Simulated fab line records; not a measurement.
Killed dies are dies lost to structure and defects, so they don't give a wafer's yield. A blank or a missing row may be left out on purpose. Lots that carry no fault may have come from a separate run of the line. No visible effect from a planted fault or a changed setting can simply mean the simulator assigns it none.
Which tool was responsible? + flow sky130 + 24 lots with 72 wafers sampled at 5 steps, on a route of 708 steps

WHAT EACH GAUGE READ, for each wafer
SKY_VIA2_BOW_MEAS_03.
| lot  | measured     | on           | VIA2_BOW (um) |
|------|--------------|--------------|---------------|
| L074 | day 35 05:39 | filmMetro-02 | 91 100 100    |
| L075 | day 35 13:31 | filmMetro-02 | 99 108 86     |
| L077 | day 36 09:52 | filmMetro-02 | 77 86 87      |
| L076 | day 36 15:57 | filmMetro-02 | 91 82 67      |
| L078 | day 36 22:30 | filmMetro-01 | 94 91 89      |
| L079 | day 37 00:25 | filmMetro-01 | 94 81 103     |
| L080 | day 37 09:21 | filmMetro-02 | 72 78 75      |
| L081 | day 37 19:38 | filmMetro-03 | 92 85 93      |
| L082 | day 38 05:34 | filmMetro-03 | 95 96 84      |
| L083 | day 38 17:14 | filmMetro-02 | 97 92 94      |
| L084 | day 38 19:41 | filmMetro-02 | 83 86 82      |
| L085 | day 39 09:04 | filmMetro-03 | 75 87 79      |
| L086 | day 39 12:18 | filmMetro-03 | 84 86 85      |
| L087 | day 39 18:39 | filmMetro-02 | 82 93 92      |
| L088 | day 40 07:26 | filmMetro-01 | 81 91 97      |
| L089 | day 40 09:31 | filmMetro-01 | 93 89 103     |
| L090 | day 40 18:08 | filmMetro-01 | 93 85 92      |
| L091 | day 40 23:55 | filmMetro-02 | 83 88 89      |
| L092 | day 41 08:46 | filmMetro-02 | 73 76 71      |
| L093 | day 41 10:02 | filmMetro-02 | 84 72 81      |
| L094 | day 41 14:28 | filmMetro-02 | 76 86 87      |
| L095 | day 41 20:20 | filmMetro-02 | 89 87 82      |
| L096 | day 42 00:27 | filmMetro-02 | 87 94 85      |
| L097 | day 42 16:18 | filmMetro-03 | 88 76 88      |

SKY_METAL3_CD_MEAS_13: the cd target is 300 nm.
| lot  | measured     | on       | cdNm (nm)         |
|------|--------------|----------|-------------------|
| L074 | day 38 13:02 | cdSem-01 | 300.1 300.1 300.3 |
| L075 | day 38 20:00 | cdSem-01 | 299.3 299.4 300.3 |
| L077 | day 39 16:05 | cdSem-01 | 301.9 301.9 301.8 |
| L076 | day 39 22:32 | cdSem-02 | 299.3 298.9 299.8 |
| L078 | day 40 04:26 | cdSem-01 | 299.0 298.7 298.7 |
| L079 | day 40 07:14 | cdSem-02 | 302.9 300.8 300.7 |
| L080 | day 40 13:54 | cdSem-02 | 298.7 299.3 299.1 |
| L081 | day 40 23:03 | cdSem-02 | 300.3 299.9 299.1 |
| L082 | day 41 10:02 | cdSem-02 | 300.2 299.3 301.9 |
| L083 | day 41 20:14 | cdSem-02 | 301.3 300.9 301.0 |
| L084 | day 42 00:15 | cdSem-02 | 298.1 301.6 299.9 |
| L085 | day 42 13:31 | cdSem-02 | 299.8 298.4 299.5 |
| L086 | day 42 15:12 | cdSem-02 | 302.0 302.3 302.5 |
| L087 | day 42 19:39 | cdSem-02 | 301.0 301.1 301.4 |
| L088 | day 43 08:01 | cdSem-02 | 299.6 300.5 298.3 |
| L089 | day 43 11:55 | cdSem-01 | 303.3 302.0 301.8 |
| L090 | day 43 18:39 | cdSem-01 | 298.9 298.7 299.5 |
| L091 | day 43 23:39 | cdSem-01 | 299.6 298.9 301.1 |
| L092 | day 44 07:38 | cdSem-02 | 298.5 300.6 300.4 |
| L093 | day 44 10:14 | cdSem-01 | 300.2 300.6 299.9 |
| L094 | day 44 13:12 | cdSem-02 | 298.5 298.3 298.4 |
| L095 | day 44 19:52 | cdSem-02 | 298.9 299.4 299.4 |
| L096 | day 44 21:32 | cdSem-02 | 298.3 298.1 297.0 |
| L097 | day 45 14:17 | cdSem-02 | 299.0 299.1 299.2 |

SKY_VIA3_OVL_MEAS_13.
| lot  | measured     | on         | VIA3_OVL (nm) |
|------|--------------|------------|---------------|
| L074 | day 39 15:31 | overlay-02 | 8 10 6        |
| L075 | day 39 22:15 | overlay-01 | -5 -5 -5      |
| L077 | day 40 18:13 | overlay-02 | 0 1 -1        |
| L076 | day 41 00:28 | overlay-01 | -2 6 0        |
| L078 | day 41 05:37 | overlay-02 | 1 2 3         |
| L079 | day 41 09:27 | overlay-01 | -10 -1 -7     |
| L080 | day 41 15:48 | overlay-02 | 1 4 5         |
| L081 | day 42 01:16 | overlay-02 | 5 3 5         |
| L082 | day 42 11:21 | overlay-01 | 11 3 9        |
| L083 | day 42 20:59 | overlay-02 | 0 -9 -1       |
| L084 | day 43 04:25 | overlay-02 | -12 -7 -7     |
| L085 | day 43 14:16 | overlay-01 | 2 -4 -7       |
| L086 | day 43 16:04 | overlay-02 | 5 1 0         |
| L087 | day 43 20:49 | overlay-01 | -4 -5 -9      |
| L088 | day 44 08:23 | overlay-01 | 1 6 -3        |
| L089 | day 44 12:59 | overlay-01 | 1 -11 -2      |
| L090 | day 44 18:25 | overlay-02 | -9 -7 -7      |
| L091 | day 44 23:19 | overlay-01 | 3 -4 -6       |
| L092 | day 45 07:28 | overlay-01 | -3 0 2        |
| L093 | day 45 09:59 | overlay-02 | 8 1 0         |
| L094 | day 45 12:45 | overlay-02 | -1 1 -8       |
| L095 | day 45 19:53 | overlay-01 | 3 -4 1        |
| L096 | day 45 21:27 | overlay-01 | -8 4 -4       |
| L097 | day 46 13:08 | overlay-01 | -9 -9 -5      |

WHICH TOOL RAN EACH LOT (tool, then ch and the chambers of the sampled wafers, then the start)
| lot  | SKY_METAL1_DESCUM_17             | SKY_METAL2_SPUTTER_01       |
|------|----------------------------------|-----------------------------|
| L074 | rieMetal-03 ch 0,1, day 33 00:15 | pvdSputter-04, day 34 04:13 |
| L075 | rieMetal-04 ch 0,1, day 33 09:14 | pvdSputter-01, day 34 12:06 |
| L077 | rieMetal-04 ch 0,1, day 34 04:06 | pvdSputter-04, day 35 06:56 |
| L076 | rieMetal-03 ch 0,1, day 34 10:07 | pvdSputter-01, day 35 12:31 |
| L078 | rieMetal-04 ch 0, day 34 16:20   | pvdSputter-01, day 35 18:47 |
| L079 | rieMetal-01 ch 0,1, day 34 17:33 | pvdSputter-02, day 35 20:17 |
| L080 | rieMetal-04 ch 0,1, day 35 01:40 | pvdSputter-01, day 36 06:20 |
| L081 | rieMetal-01 ch 0,1, day 35 11:32 | pvdSputter-02, day 36 16:20 |
| L082 | rieMetal-01 ch 0,1, day 36 00:27 | pvdSputter-04, day 37 03:07 |
| L083 | rieMetal-04 ch 0,1, day 36 06:07 | pvdSputter-01, day 37 10:59 |
| L084 | rieMetal-03 ch 0,1, day 36 13:18 | pvdSputter-04, day 37 17:48 |
| L085 | rieMetal-04 ch 0, day 37 01:21   | pvdSputter-02, day 38 06:29 |
| L086 | rieMetal-04 ch 0,1, day 37 06:24 | pvdSputter-02, day 38 10:04 |
| L087 | rieMetal-04 ch 0,1, day 37 11:59 | pvdSputter-02, day 38 15:53 |
| L088 | rieMetal-03 ch 0,1, day 37 20:09 | pvdSputter-04, day 39 04:30 |
| L089 | rieMetal-01 ch 0,1, day 38 02:24 | pvdSputter-02, day 39 06:22 |
| L090 | rieMetal-04 ch 0, day 38 11:51   | pvdSputter-01, day 39 16:21 |
| L091 | rieMetal-04 ch 0, day 38 16:36   | pvdSputter-01, day 39 21:11 |
| L092 | rieMetal-03 ch 0,1, day 38 23:59 | pvdSputter-01, day 40 07:07 |
| L093 | rieMetal-01 ch 1, day 39 02:13   | pvdSputter-01, day 40 08:14 |
| L094 | rieMetal-01 ch 1, day 39 08:08   | pvdSputter-02, day 40 12:34 |
| L095 | rieMetal-04 ch 0,1, day 39 15:03 | pvdSputter-04, day 40 18:32 |
| L096 | rieMetal-04 ch 1, day 39 20:06   | pvdSputter-04, day 40 23:32 |
| L097 | rieMetal-04 ch 1, day 40 11:31   | pvdSputter-02, day 41 14:41 |
- SKY_METAL1_DESCUM_17: chemistry O2, time 8 s.
- SKY_METAL2_SPUTTER_01: material TiN, target thk 20 nm, time 16.7 s.

AS READ BY THE TOOLS THEMSELVES (means over the sampled wafers that have a number; for cases with no such wafer, the mark the record gives instead)
SKY_METAL1_DESCUM_17.
| lot  | tool        | drypumpMotorCurrentA (A) | oesProductAu (a.u.) |
|------|-------------|--------------------------|---------------------|
| L074 | rieMetal-03 | 5.7                      | 1.003               |
| L075 | rieMetal-04 | 5.7                      | 0.994               |
| L077 | rieMetal-04 | 5.7                      | 1.000               |
| L076 | rieMetal-03 | 5.7                      | 1.007               |
| L078 | rieMetal-04 | 6.3                      | 1.023               |
| L079 | rieMetal-01 | 6.0                      | 0.996               |
| L080 | rieMetal-04 | 5.7                      | 0.999               |
| L081 | rieMetal-01 | 5.9                      | 1.006               |
| L082 | rieMetal-01 | 5.9                      | 1.001               |
| L083 | rieMetal-04 | 5.7                      | 0.996               |
| L084 | rieMetal-03 | 5.9                      | 1.000               |
| L085 | rieMetal-04 | 6.3                      | 1.022               |
| L086 | rieMetal-04 | 5.7                      | 0.998               |
| L087 | rieMetal-04 | 5.7                      | 0.993               |
| L088 | rieMetal-03 | 5.7                      | 1.003               |
| L089 | rieMetal-01 | 5.9                      | 1.010               |
| L090 | rieMetal-04 | 6.4                      | 1.014               |
| L091 | rieMetal-04 | 6.3                      | 1.013               |
| L092 | rieMetal-03 | 5.7                      | 1.010               |
| L093 | rieMetal-01 | 6.0                      | 1.010               |
| L094 | rieMetal-01 | 5.9                      | 0.997               |
| L095 | rieMetal-04 | 5.7                      | 0.989               |
| L096 | rieMetal-04 | 5.3                      | 0.965               |
| L097 | rieMetal-04 | 5.4                      | 0.960               |

SKY_METAL2_SPUTTER_01.
| lot  | tool          | throttleValvePct (%) |
|------|---------------|----------------------|
| L074 | pvdSputter-04 | 29.4                 |
| L075 | pvdSputter-01 | 29.6                 |
| L077 | pvdSputter-04 | 29.1                 |
| L076 | pvdSputter-01 | 29.5                 |
| L078 | pvdSputter-01 | 29.2                 |
| L079 | pvdSputter-02 | 30.7                 |
| L080 | pvdSputter-01 | 30.6                 |
| L081 | pvdSputter-02 | 30.3                 |
| L082 | pvdSputter-04 | 29.4                 |
| L083 | pvdSputter-01 | 29.7                 |
| L084 | pvdSputter-04 | 29.5                 |
| L085 | pvdSputter-02 | 30.0                 |
| L086 | pvdSputter-02 | 30.0                 |
| L087 | pvdSputter-02 | 30.3                 |
| L088 | pvdSputter-04 | 29.4                 |
| L089 | pvdSputter-02 | 30.3                 |
| L090 | pvdSputter-01 | 29.6                 |
| L091 | pvdSputter-01 | 30.6                 |
| L092 | pvdSputter-01 | 30.4                 |
| L093 | pvdSputter-01 | 28.9                 |
| L094 | pvdSputter-02 | 30.8                 |
| L095 | pvdSputter-04 | 29.4                 |
| L096 | pvdSputter-04 | 29.5                 |
| L097 | pvdSputter-02 | 30.0                 |

THE ANSWER, worked out from the rows above alone
Rule: usual is defined by the lots themselves. Put in order of their means at a reading, lots are off if they are a third of the lots or fewer, leave a main group of 4 or more, and stand apart from it by a gap of 3 or more times the standard deviation of the main group's means; of several such gaps the widest counts. A main group is skipped when, at the precision printed for the reading in the tables above, its means are all equal. Also off: a lot with no number at a reading for which 4 or more lots have one. Where the step has rows for the other lots, those lots are counted as sound. The gauges are gone through in route order, then the tools' own readings, and for those a lot's mean is taken as printed above. At the first step where some lot is off, the reading lying furthest off is the one used; lots without a number count as furthest.
No lot is off at any reading shown: from this, nothing can be told.

WHAT THE SIMULATOR HAD PUT IN
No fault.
